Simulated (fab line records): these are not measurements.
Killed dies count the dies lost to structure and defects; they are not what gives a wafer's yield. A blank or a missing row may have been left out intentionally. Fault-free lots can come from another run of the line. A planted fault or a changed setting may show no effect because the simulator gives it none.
The tool behind it: which one? -- flow sky130 -- 24 lots with 72 wafers sampled at 6 steps, on a route of 708 steps

== WHAT THE GAUGES SHOWED, per wafer ==
SKY_VT_ADJUST_LVTN_TW_MEAS_21. Usual: VT_ADJUST_LVTN_2_TW 190.0, standard deviation 1.9.
lot,measured,on,VT_ADJUST_LVTN_2_TW,flag
L075,day 8 08:59,film metro-01,192.1 192.4 192.4,
L074,day 8 11:03,film metro-01,192.8 192.1 192.7,
L077,day 9 03:34,film metro-01,191.7 191.2 191.3,
L076,day 9 03:47,film metro-02,187.6 187.6 187.0,
L078,day 9 10:58,film metro-02,186.4 187.0 187.3,
L079,day 9 11:23,film metro-02,186.4 186.5 188.2,
L080,day 9 21:40,film metro-04,190.4 191.3 189.8,
L082,day 10 06:42,film metro-01,191.7 191.5 191.3,
L081,day 10 07:35,film metro-01,192.0 191.1 191.2,
L083,day 10 14:54,film metro-04,191.4 190.4 191.0,
L084,day 10 16:45,film metro-02,187.3 186.0 186.5,
L085,day 11 02:39,film metro-01,190.8 192.5 192.8,
L086,day 11 05:18,film metro-02,189.0 188.9 189.2,
L087,day 11 13:02,film metro-04,190.6 189.7 191.0,
L088,day 11 19:11,film metro-01,192.0 192.9 192.9,
L089,day 12 01:40,film metro-02,188.6 188.3 188.4,
L090,day 12 09:53,film metro-04,191.4 191.0 192.0,
L091,day 12 17:59,film metro-02,187.8 188.6 188.5,
L092,day 12 23:41,film metro-01,190.5 191.6 190.9,
L093,day 13 05:30,film metro-04,191.3 189.9 190.2,
L094,day 13 09:57,film metro-01,191.0 191.2 192.0,
L095,day 13 19:38,film metro-02,188.4 189.4 189.2,
L096,day 13 21:43,film metro-02,188.2 188.1 188.3,
L097,day 14 07:24,film metro-04,191.9 192.5 191.7,

SKY_VT_ADJUST_NCORE_CD_MEAS_07: target cd 380 nm. Usual: cd nm 380.1 nm, standard deviation 2.7.
lot,measured,on,cd nm (nm),flag
L075,day 9 05:46,cd sem-01,380.1 379.5 379.0,
L074,day 9 07:58,cd sem-02,375.5 377.3 376.9,
L077,day 10 01:10,cd sem-01,380.1 380.1 381.6,
L076,day 10 02:05,cd sem-01,382.1 381.2 382.0,
L078,day 10 09:26,cd sem-02,382.4 380.2 380.3,
L079,day 10 09:52,cd sem-01,377.7 374.9 376.1,
L080,day 10 19:15,cd sem-02,379.9 382.5 379.8,
L082,day 11 05:08,cd sem-02,381.5 382.3 380.1,
L081,day 11 05:32,cd sem-01,377.0 376.3 375.8,
L083,day 11 14:20,cd sem-01,379.8 378.8 379.1,
L084,day 11 16:25,cd sem-01,378.5 381.2 378.0,
L085,day 12 02:05,cd sem-02,380.6 380.0 378.3,
L086,day 12 04:51,cd sem-01,382.3 381.2 381.7,
L087,day 12 12:20,cd sem-01,380.4 379.3 380.8,
L088,day 12 19:48,cd sem-02,378.9 378.9 380.1,
L089,day 13 02:12,cd sem-02,384.1 382.9 382.5,
L090,day 13 10:38,cd sem-02,378.3 379.6 380.7,
L091,day 13 19:52,cd sem-02,378.1 376.0 373.8,
L092,day 14 01:02,cd sem-02,379.0 380.1 380.4,
L093,day 14 06:49,cd sem-01,387.6 386.1 387.9,
L094,day 14 11:52,cd sem-02,379.4 381.6 379.4,
L095,day 14 21:17,cd sem-01,377.3 381.5 380.8,
L096,day 14 23:41,cd sem-01,379.8 382.3 379.3,
L097,day 15 09:28,cd sem-02,384.8 383.0 385.8,

SKY_VT_ADJUST_NCORE_TW_MEAS_11. Usual: VT_ADJUST_NCORE_TW 222.0, standard deviation 2.1.
lot,measured,on,VT_ADJUST_NCORE_TW,flag
L075,day 9 06:11,film metro-02,216.2 217.4 217.0,
L074,day 9 09:01,film metro-01,224.2 223.4 222.6,
L077,day 10 01:35,film metro-01,222.3 222.8 223.2,
L076,day 10 02:29,film metro-02,218.8 218.2 219.8,
L078,day 10 09:49,film metro-03,223.7 223.5 223.3,
L079,day 10 10:16,film metro-02,218.7 218.6 218.9,
L080,day 10 19:37,film metro-01,222.6 222.1 222.4,
L082,day 11 05:31,film metro-03,221.6 223.3 220.8,
L081,day 11 05:56,film metro-01,224.1 225.0 224.1,
L083,day 11 14:44,film metro-01,224.3 225.3 224.2,
L084,day 11 16:48,film metro-01,224.8 224.8 224.7,
L085,day 12 02:28,film metro-01,223.2 222.8 222.3,
L086,day 12 05:15,film metro-01,223.1 222.4 222.8,
L087,day 12 12:44,film metro-03,221.3 221.5 220.5,
L088,day 12 20:13,film metro-01,221.6 224.3 223.1,
L089,day 13 02:37,film metro-03,221.7 222.0 221.7,
L090,day 13 11:02,film metro-01,222.6 223.7 223.3,
L091,day 13 20:16,film metro-02,220.2 219.4 219.9,
L092,day 14 01:26,film metro-03,222.6 222.7 221.8,
L093,day 14 07:13,film metro-01,220.3 223.0 222.4,
L094,day 14 12:16,film metro-01,223.1 224.2 222.7,
L095,day 14 21:41,film metro-02,219.1 217.9 219.0,
L096,day 15 00:04,film metro-03,221.4 222.6 222.0,
L097,day 15 09:52,film metro-01,224.3 223.6 224.5,

SKY_SONOS_TUNNEL_OVL_MEAS_08. Usual: SONOS_TUNNEL_OVL 0.4 nm, standard deviation 1.4.
lot,measured,on,SONOS_TUNNEL_OVL (nm),flag
L075,day 12 03:22,overlay-02,-1.0 0.5 0.9,
L074,day 12 06:35,overlay-02,2.6 1.9 1.8,
L077,day 12 23:48,overlay-02,-1.8 -0.8 -1.3,
L076,day 13 00:28,overlay-01,1.5 3.4 3.1,
L078,day 13 08:55,overlay-02,0.4 0.7 0.2,
L079,day 13 10:04,overlay-02,1.8 1.1 -0.1,
L080,day 13 21:17,overlay-01,1.3 -0.4 0.8,
L082,day 14 09:02,overlay-01,0.4 -0.4 -0.6,
L081,day 14 09:49,overlay-01,0.7 0.9 1.3,
L083,day 14 18:32,overlay-01,1.5 0.6 1.3,
L084,day 14 20:55,overlay-01,1.6 1.2 1.6,
L085,day 15 05:53,overlay-02,1.1 1.1 0.1,
L086,day 15 11:08,overlay-01,0.5 -0.8 1.4,
L087,day 15 18:22,overlay-02,-2.7 -3.1 -0.5,
L088,day 16 02:37,overlay-01,0.4 0.1 -0.2,
L089,day 16 08:22,overlay-01,0.8 1.2 1.4,
L090,day 16 18:49,overlay-02,-1.1 -0.4 -2.4,
L091,day 17 07:07,overlay-02,0.8 -2.1 -0.8,
L092,day 17 10:46,overlay-02,1.7 1.9 1.6,
L093,day 17 17:43,overlay-02,1.6 1.3 1.4,
L094,day 18 00:23,overlay-01,-0.8 0.8 1.2,
L095,day 18 11:16,overlay-01,-1.9 -1.9 -1.9,
L096,day 18 14:05,overlay-02,3.6 3.0 2.5,
L097,day 18 23:49,overlay-01,-0.8 -0.5 -1.2,

SKY_SONOS_TUNNEL_TW_MEAS_12. Usual: SONOS_TUNNEL_TW 199.4, standard deviation 2.
lot,measured,on,SONOS_TUNNEL_TW,flag
L075,day 12 03:50,film metro-01,200.8 201.1 201.0,
L074,day 12 07:07,film metro-04,199.0 200.1 202.7,
L077,day 13 00:26,film metro-02,197.5 198.4 198.3,
L076,day 13 01:00,film metro-01,202.3 201.8 201.8,
L078,day 13 09:33,film metro-04,198.9 199.4 199.1,
L079,day 13 10:37,film metro-04,200.0 199.6 199.9,
L080,day 13 21:55,film metro-02,198.4 198.3 198.4,
L082,day 14 09:29,film metro-04,201.4 201.3 200.9,
L081,day 14 10:22,film metro-02,197.3 196.2 197.2,
L083,day 14 19:12,film metro-02,196.7 197.1 197.9,
L084,day 14 21:35,film metro-04,199.4 199.8 201.3,
L085,day 15 06:21,film metro-01,201.8 201.9 202.3,
L086,day 15 11:41,film metro-02,198.1 197.8 197.6,
L087,day 15 18:50,film metro-02,197.7 198.3 196.9,
L088,day 16 03:04,film metro-02,197.4 196.7 197.6,
L089,day 16 08:49,film metro-01,201.8 200.5 201.6,
L090,day 16 19:17,film metro-01,201.7 201.8 202.0,
L091,day 17 07:44,film metro-02,197.0 197.2 197.9,
L092,day 17 11:19,film metro-02,198.3 198.1 197.4,
L093,day 17 18:10,film metro-01,201.6 201.5 202.2,
L094,day 18 00:50,film metro-04,198.8 198.5 199.5,
L095,day 18 11:43,film metro-02,197.2 197.4 196.4,
L096,day 18 14:33,film metro-01,201.9 202.3 201.1,
L097,day 19 00:16,film metro-04,200.1 199.6 199.2,

SKY_SONOS_ONO_THK_MEAS_01. Usual: SONOS_ONO_OXIDATION_THK 2.59 nm, standard deviation 0.063.
lot,measured,on,SONOS_ONO_OXIDATION_THK (nm),flag
L075,day 12 06:17,film metro-02,2.49 2.55 2.53,
L074,day 12 09:42,film metro-01,2.68 2.69 2.65,
L077,day 13 01:51,film metro-01,2.57 2.47 2.58,
L076,day 13 03:11,film metro-03,2.54 2.53 2.56,
L078,day 13 13:17,film metro-03,2.71 2.66 2.68,
L079,day 13 13:16,film metro-02,2.51 2.54 2.57,
L080,day 13 23:21,film metro-01,2.61 2.59 2.63,
L082,day 14 11:31,film metro-01,2.68 2.64 2.66,
L081,day 14 12:51,film metro-02,2.58 2.70 2.58,
L083,day 14 22:07,film metro-03,2.63 2.61 2.64,
L084,day 14 23:45,film metro-03,2.60 2.57 2.66,
L085,day 15 08:52,film metro-02,2.58 2.55 2.47,
L086,day 15 13:37,film metro-02,2.63 2.54 2.54,
L087,day 15 20:15,film metro-02,2.61 2.50 2.53,
L088,day 16 04:29,film metro-02,2.44 2.52 2.53,
L089,day 16 10:14,film metro-03,2.66 2.64 2.54,
L090,day 16 20:42,film metro-01,2.61 2.62 2.54,
L091,day 17 11:10,film metro-01,2.63 2.56 2.55,
L092,day 17 14:16,film metro-02,2.66 2.68 2.64,
L093,day 17 20:23,film metro-03,2.65 2.67 2.69,
L094,day 18 02:46,film metro-02,2.64 2.63 2.65,
L095,day 18 13:08,film metro-03,2.68 2.52 2.59,
L096,day 18 17:19,film metro-03,2.57 2.58 2.48,
L097,day 19 03:25,film metro-02,2.54 2.57 2.65,

== EACH LOT AND THE TOOL THAT RAN IT (in order: tool; ch and the chambers of the sampled wafers; start) ==
The record holds no process step before these readings.

== AS READ BY THE TOOLS THEMSELVES (means over the sampled wafers that have a number; for cases with no such wafer, the mark the record gives instead) ==
The record holds no such reading with a usual standard deviation.

== THE ANSWER, worked out from the rows above alone ==
Rule: lot off if the mean of its wafers having a number is beyond 3 standard deviations from the usual mean. Also off: a lot with no number at a reading for which 4 or more lots have one. Any other lot the step has rows for is counted as sound. Order of review: gauges by route order, followed by the tools' own readings, for which a lot's mean as printed above is used. At the first step where some lot is off, the reading lying furthest off is the one used; lots without a number count as furthest.
No lot is off on any of the readings shown, so nothing can be concluded from this.

== WHAT THE SIMULATOR HAD PUT IN ==
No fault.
